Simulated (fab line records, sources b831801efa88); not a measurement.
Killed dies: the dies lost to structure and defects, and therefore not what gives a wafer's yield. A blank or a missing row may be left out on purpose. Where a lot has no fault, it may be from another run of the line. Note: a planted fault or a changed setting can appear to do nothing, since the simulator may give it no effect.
fab line records -- flow gf180mcu
record lots=6, wafers=18, lastDay=33
route steps=602 shown M5@528 V5@540
lots that met no fault: taken from a fault-free run of the same line
startH: hours from the record's first day to the start of the lot's first wafer shown -- waitH: time in hours since the lot's previous step -- " the same as in the row above -- L1.1+2: one row covering several wafers at once -- - no value present, or no start provided -- * or withheld: withheld -- < > ~ a bound
route shown NAME@n: NAME is a module with steps in the file, n the number in the route of the first one -- usual: average and standard deviation across the fault-free wafers -- same: alike in all rows -- chamber/n: place in a boat -- sites: per-site readings -- _std_site: how widely they spread, as a standard deviation -- _edge_site: the outer-site mean with the inner-site mean subtracted -- radiusMm: how far each site lies from the wafer's centre -- mask NAME#n: copy n -- behind: the last tool/chamber to shape the wafer -- hold: why the lot went on hold/how many hours it stayed there/how the hold came to an end -- device: the transistor (n, p or np) that didn't switch -- end of line: at the end of the route, the tests of the same wafers -- where a step has no rows: the recipe by itself -- killed: dies that structure and defects cost at the first sort, which is not the same as the wafer's yield -- map: dies across one wafer; x = killed, . = not, _ = none there
set.NAME: the run value of the setting; set.NAME@STEP: its run value at that earlier step -- model.NAME: the simulator's own value behind a step, which no gauge read
lots at some steps of the route; a table a step, a row a wafer
services: when a tool's chamber went out of use (startH, in hours from the record's first day, below 0 if earlier), for how many hours, and the reason
## steps
# step GF_M5_COAT_02
# recipe resist=KrF, spinRpm=withheld, resistThkNm=1000
# step GF_M5_SOFTBAKE_03
# recipe tempC=130, timeS=60, resist=KrF
# step GF_M5_EXPOSE_04
# recipe maskId=Metal5, targetCdNm=280, na=0.68, sourceShape=conventional, sigmaOuter=0.6, doseMj=28
# step GF_M5_PEB_05
# recipe pebTempC=135, pebTimeS=90, resist=KrF
# step GF_M5_DEVELOP_06
# recipe developTimeS=60, devTempC=21
# step GF_M5_CD_MEAS_07
# recipe targetCdNm=280
# usual cdNm=280.2/1.1
lot.wafer,tool,chamber,startH,waitH,cdNm
L586.1,cdSem-02,-,618.10,0.1,281.7
L586.2,cdSem-02,-,618.10,0.1,281.3
L586.5,cdSem-02,-,618.10,0.1,281.2
L592.1,cdSem-01,-,664.81,0.1,278.3
L592.2,cdSem-01,-,664.81,0.1,279.6
L592.6,cdSem-01,-,664.81,0.1,278.2
L597.2,cdSem-01,-,695.52,0.1,279.0
L597.4,cdSem-01,-,695.52,0.1,280.6
L597.6,cdSem-01,-,695.52,0.1,279.9
L600.1,cdSem-01,-,714.60,0.1,281.3
L600.2,cdSem-01,-,714.60,0.1,280.2
L600.5,cdSem-01,-,714.60,0.1,281.9
L601.3,cdSem-02,-,721.35,0.1,278.8
L601.4,cdSem-02,-,721.35,0.1,279.4
L601.6,cdSem-02,-,721.35,0.1,278.7
L605.3,cdSem-02,-,743.19,0.1,281.8
L605.4,cdSem-02,-,743.19,0.1,281.8
L605.5,cdSem-02,-,743.19,0.1,282.1
# step GF_M5_OVL_MEAS_08
# usual M5_OVL=-2/4.8
lot.wafer,tool,chamber,startH,waitH,M5_OVL[nm]
L586.1,overlay-02,-,618.22,0.1,2
L586.2,overlay-02,-,618.22,0.1,4
L586.5,overlay-02,-,618.22,0.1,-1
L592.1,overlay-02,-,664.93,0.1,-11
L592.2,overlay-02,-,664.93,0.1,-8
L592.6,overlay-02,-,664.93,0.1,-12
L597.2,overlay-01,-,695.63,0.1,2
L597.4,overlay-01,-,695.63,0.1,5
L597.6,overlay-01,-,695.63,0.1,5
L600.1,overlay-01,-,714.72,0.1,3
L600.2,overlay-01,-,714.72,0.1,3
L600.5,overlay-01,-,714.72,0.1,-1
L601.3,overlay-02,-,721.44,0.1,1
L601.4,overlay-02,-,721.44,0.1,3
L601.6,overlay-02,-,721.44,0.1,8
L605.3,overlay-02,-,743.28,0.1,-1
L605.4,overlay-02,-,743.28,0.1,1
L605.5,overlay-02,-,743.28,0.1,-2
# step GF_M5_ETCH_09
# recipe chemistry=CF4/O2, target=Si3N4, targetDepthNm=52, sourceW=800, biasW=150, pressureMtorr=150, cf4FlowSccm=80, O2_flow_sccm=10, timeS=11.6
# usual drypumpMotorCurrentA=5.8/0.54, oesProductAu=0.997/0.011, throttleValvePct=5.969/0.0089
lot.wafer,tool,chamber,startH,waitH,drypumpMotorCurrentA,oesProductAu,rfHoursCounterH,throttleValvePct
L586.1,rieDiel-02,2,618.26,0.0,5.0,0.990,5,5.972
L586.2,rieDiel-02,0,618.26,0.0,6.4,1.003,8,5.972
L586.5,rieDiel-02,2,618.26,0.0,5.0,0.988,-,5.976
L592.1,rieDiel-03,1,664.96,0.0,5.7,0.992,24,5.977
L592.2,rieDiel-03,0,664.96,0.0,5.9,0.997,51,5.976
L592.6,rieDiel-03,3,664.96,0.0,4.7,0.996,-,5.950
L597.2,rieDiel-04,0,695.66,0.0,5.7,1.001,32,5.974
L597.4,rieDiel-04,2,695.66,0.0,5.2,1.010,7,5.974
L597.6,rieDiel-04,3,695.66,0.0,6.5,0.979,-,5.955
L600.1,rieDiel-04,2,714.76,0.0,5.2,1.017,8,5.973
L600.2,rieDiel-04,3,714.76,0.0,6.5,0.983,22,5.947
L600.5,rieDiel-04,1,714.76,0.0,6.3,1.001,-,5.935
L601.3,rieDiel-04,3,721.46,0.0,6.5,0.993,22,5.958
L601.4,rieDiel-04,0,721.46,0.0,5.7,1.015,33,5.962
L601.6,rieDiel-04,1,721.46,0.0,6.3,1.014,-,5.971
L605.3,rieDiel-02,0,743.31,0.0,6.4,0.998,12,5.960
L605.4,rieDiel-02,1,743.31,0.0,6.2,0.998,10,5.959
L605.5,rieDiel-02,1,743.31,0.0,6.2,0.998,-,5.974
# step GF_M5_METAL_ETCH_10
# recipe chemistry=Cl2/BCl3, maskMaterial=KrF, targetDepthNm=627.5, stopOn=SiO2, pressureMtorr=8, icpW=800, biasW=140, Cl2_flow_sccm=80, bcl3FlowSccm=40, timeS=104.6
# usual drypumpMotorCurrentA=5.7/0.35, oesProductAu=0.974/0.0083, throttleValvePct=28.249/0.011
lot.wafer,tool,chamber,startH,waitH,drypumpMotorCurrentA,oesProductAu,rfHoursCounterH,throttleValvePct
L586.1,rieMetal-01,0,618.28,0.0,5.8,0.962,4.6,28.250
L586.2,rieMetal-01,1,618.28,0.0,5.8,0.968,6.7,28.246
L586.5,rieMetal-01,0,618.28,0.0,5.8,0.978,-,28.254
L592.1,rieMetal-04,0,664.99,0.0,5.1,0.976,5.5,28.259
L592.2,rieMetal-04,1,664.99,0.0,5.7,0.974,6.4,28.246
L592.6,rieMetal-04,0,664.99,0.0,5.1,0.980,-,28.255
L597.2,rieMetal-01,0,695.68,0.0,5.8,0.972,7.4,28.247
L597.4,rieMetal-01,0,695.68,0.0,5.8,0.964,-,28.258
L597.6,rieMetal-01,0,695.68,0.0,5.8,0.972,-,28.254
L600.1,rieMetal-04,1,714.78,0.0,5.7,0.959,8.4,28.245
L600.2,rieMetal-04,0,714.78,0.0,5.0,0.952,7.5,28.260
L600.5,rieMetal-04,1,714.78,0.0,5.7,0.967,-,28.261
L601.3,rieMetal-01,1,721.52,0.0,5.8,0.968,-,28.250
L601.4,rieMetal-01,0,721.52,0.0,5.8,0.972,-,28.250
L601.6,rieMetal-01,0,721.52,0.0,5.8,0.974,-,28.238
L605.3,rieMetal-02,1,743.37,0.0,6.2,0.958,-,28.256
L605.4,rieMetal-02,0,743.37,0.0,5.4,0.954,-,28.255
L605.5,rieMetal-02,1,743.37,0.0,6.3,0.959,-,28.254
# step GF_M5_STRIP_11
# recipe chemistry=O2/N2, powerW=1400, pressureMtorr=1500, platenTempC=250, o2FlowSccm=3000, n2FlowSccm=300, overashFraction=0.5
# usual drypumpMotorCurrentA=5.5/0.63, heaterPowerW=351/61, oesProductAu=0.543/0.0049, stripTimeToEndpointS=7.52/0.042
lot.wafer,tool,chamber,startH,waitH,drypumpMotorCurrentA,heaterPowerW,oesProductAu,rfHoursCounterH,stripTimeToEndpointS
L586.1,plasmaAsher-03,1,618.39,0.1,4.9,425,0.538,20,7.51
L586.2,plasmaAsher-03,0,618.39,0.1,5.6,273,0.546,20,7.52
L586.5,plasmaAsher-03,0,618.39,0.1,5.6,274,0.546,-,7.56
L592.1,plasmaAsher-03,0,665.10,0.1,5.6,278,0.548,25,7.56
L592.2,plasmaAsher-03,1,665.10,0.1,4.9,445,0.553,25,7.49
L592.6,plasmaAsher-03,1,665.10,0.1,4.9,445,0.532,-,7.52
L597.2,plasmaAsher-03,0,695.79,0.1,5.6,278,0.544,28,7.52
L597.4,plasmaAsher-03,0,695.79,0.1,5.6,281,0.543,-,7.53
L597.6,plasmaAsher-03,1,695.79,0.1,4.9,448,0.541,-,7.58
L600.1,plasmaAsher-03,1,714.89,0.1,4.9,455,0.546,30,7.56
L600.2,plasmaAsher-03,0,714.89,0.1,5.6,287,0.546,30,7.58
L600.5,plasmaAsher-03,1,714.89,0.1,4.9,446,0.549,-,7.59
L601.3,plasmaAsher-02,1,721.63,0.1,5.2,394,0.544,-,7.49
L601.4,plasmaAsher-02,0,721.63,0.1,6.3,273,0.541,-,7.39
L601.6,plasmaAsher-02,0,721.63,0.1,6.2,289,0.541,-,7.47
L605.3,plasmaAsher-04,1,743.48,0.1,6.4,351,0.544,-,7.54
L605.4,plasmaAsher-04,0,743.48,0.1,4.8,342,0.536,-,7.52
L605.5,plasmaAsher-04,1,743.48,0.1,6.5,358,0.546,-,7.57
# step GF_M5_STRIP_12
# recipe chemistry=postEtchResidueRemover, timeS=1200, tempC=72.5
# step GF_M5_CLEAN_13
# recipe chemistry=DIW, dry=n2Spin
# step GF_V5_CVD_00
# recipe material=SiO2, targetThkNm=300, sigmaOpenFrac=0.3, tempC=400, timeS=50, sih4FlowSccm=60, pressureMtorr=6
# usual pressureMtorr=6.000/0.013, runLengthS=78.3/0.47, susceptorTempC=400.04/0.22
lot.wafer,tool,chamber,startH,waitH,pressureMtorr,runLengthS,susceptorTempC
L586.1,hdpcvd-01,2,618.93,0.0,6.014,77.7,399.92
L586.2,hdpcvd-01,0,618.93,0.0,6.017,79.3,400.06
L586.5,hdpcvd-01,0,618.93,0.0,6.001,78.5,399.88
L592.1,hdpcvd-01,2,665.63,0.0,5.978,77.7,399.94
L592.2,hdpcvd-01,0,665.63,0.0,6.023,78.8,400.16
L592.6,hdpcvd-01,2,665.63,0.0,5.984,77.7,400.00
L597.2,hdpcvd-02,0,696.42,0.0,5.993,78.0,400.10
L597.4,hdpcvd-02,2,696.42,0.0,6.006,77.8,400.17
L597.6,hdpcvd-02,0,696.42,0.0,6.009,78.4,400.02
L600.1,hdpcvd-01,0,715.43,0.0,-,-,-
L600.2,hdpcvd-01,1,715.43,0.0,-,-,-
L600.5,hdpcvd-01,2,715.43,0.0,-,-,-
L601.3,hdpcvd-02,2,722.13,0.0,-,-,-
L601.4,hdpcvd-02,2,722.13,0.0,-,-,-
L601.6,hdpcvd-02,1,722.13,0.0,-,-,-
L605.3,hdpcvd-01,0,743.98,0.0,6.000,78.7,400.17
L605.4,hdpcvd-01,1,743.98,0.0,6.002,78.7,400.29
L605.5,hdpcvd-01,0,743.98,0.0,5.989,79.2,400.69
# step GF_V5_CVD_02
# recipe material=SiO2, targetThkNm=1450, precursor=TEOS, tempC=400, timeS=163.28, rfW=600
# usual heaterPowerOuterW=369/67, heaterPowerW=625/94, susceptorTempC=400.00/0.21
lot.wafer,tool,chamber,startH,waitH,heaterPowerOuterW,heaterPowerW,susceptorTempC
L586.1,pecvd-01,1,619.03,0.1,428,685,400.47
L586.2,pecvd-01,2,619.03,0.1,409,663,399.83
L586.5,pecvd-01,0,619.03,0.1,298,556,400.03
L592.1,pecvd-02,1,665.74,0.1,391,619,399.78
L592.2,pecvd-02,0,665.74,0.1,320,516,400.17
L592.6,pecvd-02,1,665.74,0.1,424,689,399.73
L597.2,pecvd-01,2,696.52,0.0,404,648,400.22
L597.4,pecvd-01,1,696.52,0.0,362,613,400.27
L597.6,pecvd-01,2,696.52,0.0,316,543,399.92
L600.1,pecvd-01,2,715.53,0.1,342,595,399.62
L600.2,pecvd-01,0,715.53,0.1,370,657,400.25
L600.5,pecvd-01,0,715.53,0.1,298,556,399.96
L601.3,pecvd-01,2,722.24,0.0,404,674,400.20
L601.4,pecvd-01,2,722.24,0.0,311,533,400.17
L601.6,pecvd-01,0,722.24,0.0,401,683,400.27
L605.3,pecvd-03,0,744.08,0.0,348,587,400.20
L605.4,pecvd-03,1,744.08,0.0,405,676,400.13
L605.5,pecvd-03,0,744.08,0.0,249,508,400.21
## services
tool,chamber,startH,hours,kind
rieDiel-02,2,607.97,2.7,repair
rieDiel-03,-,612.76,4.3,pm
hdpcvd-02,-,615.39,1.7,repair
rieDiel-03,1,627.04,7.1,repair
plasmaAsher-02,-,627.27,12.7,repair
hdpcvd-01,1,632.27,3.0,repair
hdpcvd-01,0,634.19,11.7,repair
hdpcvd-01,2,634.51,6.7,repair
rieDiel-03,3,636.32,4.1,repair
rieDiel-04,0,638.89,19.8,repair
rieMetal-01,1,639.74,4.1,repair
hdpcvd-01,1,640.74,4.5,repair
rieDiel-04,1,642.91,4.3,repair
plasmaAsher-04,-,644.00,4.8,repair
rieDiel-04,2,660.65,1.4,repair
rieDiel-04,-,683.03,0.6,repair
rieDiel-02,1,683.58,2.5,repair
rieDiel-02,2,686.22,8.2,repair
pecvd-01,1,707.64,13.8,repair
rieMetal-04,-,722.04,2.8,pm
rieDiel-04,-,723.90,2.6,repair
pecvd-01,-,724.66,4.3,pm
rieMetal-01,-,733.79,1.4,pm
rieDiel-04,-,738.07,0.9,repair
## key
firstSign step=GF_V5_CVD_00, reading=toolRecord, direction=missing
effect none on later readings
metAt GF_V5_CVD_00
struckWafers L600.1,L600.2,L600.5,L601.3,L601.4,L601.6
laterRowsLeftOut L600.1,L600.2,L600.5,L601.3,L601.4,L601.6
sortLeftOut L600.1,L600.2,L600.5,L601.3,L601.4,L601.6
onsetBetween 696.42 715.43
fault kind=skippedStepWhole, tool=hdpcvd-01,hdpcvd-02, chamber=-, onsetH=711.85, steps=GF_V5_CVD_00, scope=struckLotsOnly
# sortLeftOut: the simulated sort isn't trusted on such a fault, so these wafers' sort isn't shown, and their yield isn't known
# laterRowsLeftOut: the simulator's readings of these wafers behind a module that went badly wrong aren't trusted and aren't shown, but for the sort
